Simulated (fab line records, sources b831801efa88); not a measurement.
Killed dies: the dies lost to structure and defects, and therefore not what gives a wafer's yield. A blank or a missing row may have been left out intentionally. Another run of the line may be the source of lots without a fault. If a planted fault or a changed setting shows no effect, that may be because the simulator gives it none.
The tool behind it: which one?    flow gf180mcu    10 lots with 30 wafers sampled at 3 steps, on a route of 602 steps

== WHAT THE GAUGES READ, wafer by wafer ==
GF_TOP_METAL_RS_MEAS_05: a four-point-probe measurement. Usual: TOP_METAL_ALCU_RS 0.03274 ohm/sq, standard deviation 0.00029.
lot   measured      on             TOP_METAL_ALCU_RS (ohm/sq)  flag
L705  day 27 06:01  film metro-01  0.03286 0.03277 0.03304     
L706  day 27 15:13  film metro-04  0.03286 0.03299 0.03324     
L707  day 27 21:47  film metro-02  0.03245 0.03226 0.03277     
L708  day 28 04:24  film metro-02  0.03265 0.03303 0.03313     
L709  day 28 11:28  film metro-02  0.03294 0.03304 0.03306     
L710  day 28 11:52  film metro-02  0.03299 0.03245 0.03258     
L718  day 31 04:36  film metro-01  0.03272 0.03259 0.03257     
L723  day 32 08:18  film metro-01  0.03293 0.03292 0.0326      
L725  day 33 00:44  film metro-02  0.03256 0.03257 0.03242     
L728  day 34 01:56  film metro-02  0.03278 0.03309 0.03265     

== TOOL THAT RAN EACH LOT (tool first, then ch and the chambers of the sampled wafers, then the start) ==
lot   GF_V5_ETCH_17                                  GF_V5_STRIP_18
L705  rie diel-03 ch 1,2,3, day 27 04:33 or earlier  plasma asher-01 ch 0,1, day 27 04:33
L706  rie diel-03 ch 0,1, day 27 13:46 or earlier    plasma asher-02 ch 0,1, day 27 13:46
L707  rie diel-04 ch 1,2,3, day 27 20:19 or earlier  plasma asher-03 ch 0,1, day 27 20:19
L708  rie diel-01 ch 1,3, day 28 02:56 or earlier    plasma asher-03 ch 0,1, day 28 02:56
L709  rie diel-01 ch 0,1,2, day 28 10:00 or earlier  plasma asher-01 ch 0,1, day 28 10:00
L710  rie diel-03 ch 0,2,3, day 28 10:25 or earlier  plasma asher-02 ch 0,1, day 28 10:25
L718  rie diel-04 ch 1,2, day 31 03:07 or earlier    plasma asher-02 ch 0,1, day 31 03:07
L723  rie diel-04 ch 1,2,3, day 32 06:36 or earlier  plasma asher-03 ch 0,1, day 32 06:36
L725  rie diel-01 ch 0,3, day 32 23:16 or earlier    plasma asher-03 ch 0,1, day 32 23:16
L728  rie diel-03 ch 0,1,2, day 34 00:28 or earlier  plasma asher-03 ch 0,1, day 34 00:28
- GF_V5_ETCH_17: etches SiO2 in C4F8/O2/Ar, stops on TiN, target depth 855 nm.
- GF_V5_STRIP_18: strips in O2/N2.

== AS READ BY THE TOOLS THEMSELVES (means over the sampled wafers that have a number; for cases with no such wafer, the mark the record gives instead) ==
GF_V5_ETCH_17. Usual: bias w 1200 W, standard deviation 3.8; oes product au 0.859 a.u., standard deviation 0.0045.
lot   tool         bias w (W)  oes product au (a.u.)  flag
L705  rie diel-03  1197        0.858                  
L706  rie diel-03  1194        0.862                  
L707  rie diel-04  1198        0.859                  
L708  rie diel-01  1200        0.853                  
L709  rie diel-01  1202        0.864                  
L710  rie diel-03  1203        0.853                  
L718  rie diel-04  1200        0.861                  
L723  rie diel-04  1199        0.862                  
L725  rie diel-01  1197        0.860                  
L728  rie diel-03  1205        0.862                  

GF_V5_STRIP_18. Usual: drypump motor current A 5.5 A, standard deviation 0.43; heater power w 343 W, standard deviation 21; n2 flow sccm 300.0 sccm, standard deviation 0.93; oes product au 0.567 a.u., standard deviation 0.005; platen temp c 250.01 C, standard deviation 0.17.
lot   tool             drypump motor current A (A)  heater power w (W)  n2 flow sccm (sccm)  oes product au (a.u.)  platen temp c (C)  flag
L705  plasma asher-01  5.2                          334                 299.7                0.571                  249.96             
L706  plasma asher-02  5.6                          360                 299.3                0.568                  250.10             
L707  plasma asher-03  5.4                          327                 300.3                0.563                  249.81             
L708  plasma asher-03  5.8                          338                 299.7                0.566                  250.17             
L709  plasma asher-01  5.4                          323                 300.8                0.562                  249.96             
L710  plasma asher-02  5.6                          365                 299.9                0.564                  250.09             
L718  plasma asher-02  5.7                          371                 300.6                0.569                  249.95             
L723  plasma asher-03  5.7                          341                 299.9                0.565                  250.06             
L725  plasma asher-03  5.4                          331                 299.8                0.564                  250.18             
L728  plasma asher-03  5.4                          333                 298.9                0.564                  249.91             

== THE ANSWER, worked out from the rows above alone ==
Rule: a lot counts as off when the mean over its wafers that have a number is more than 3 standard deviations away from the usual mean. Also off: a lot with no number at a reading for which 4 or more lots have one. The other lots that the step has rows for count as sound. The gauges are gone through in route order, then the tools' own readings, and for those a lot's mean is taken as printed above. The first step at which some lot is off is used, and at that step the reading that is off furthest; a lot without a number counts as furthest.
No lot is off at any reading shown: from this, nothing can be told.

== WHAT THE SIMULATOR HAD INSERTED ==
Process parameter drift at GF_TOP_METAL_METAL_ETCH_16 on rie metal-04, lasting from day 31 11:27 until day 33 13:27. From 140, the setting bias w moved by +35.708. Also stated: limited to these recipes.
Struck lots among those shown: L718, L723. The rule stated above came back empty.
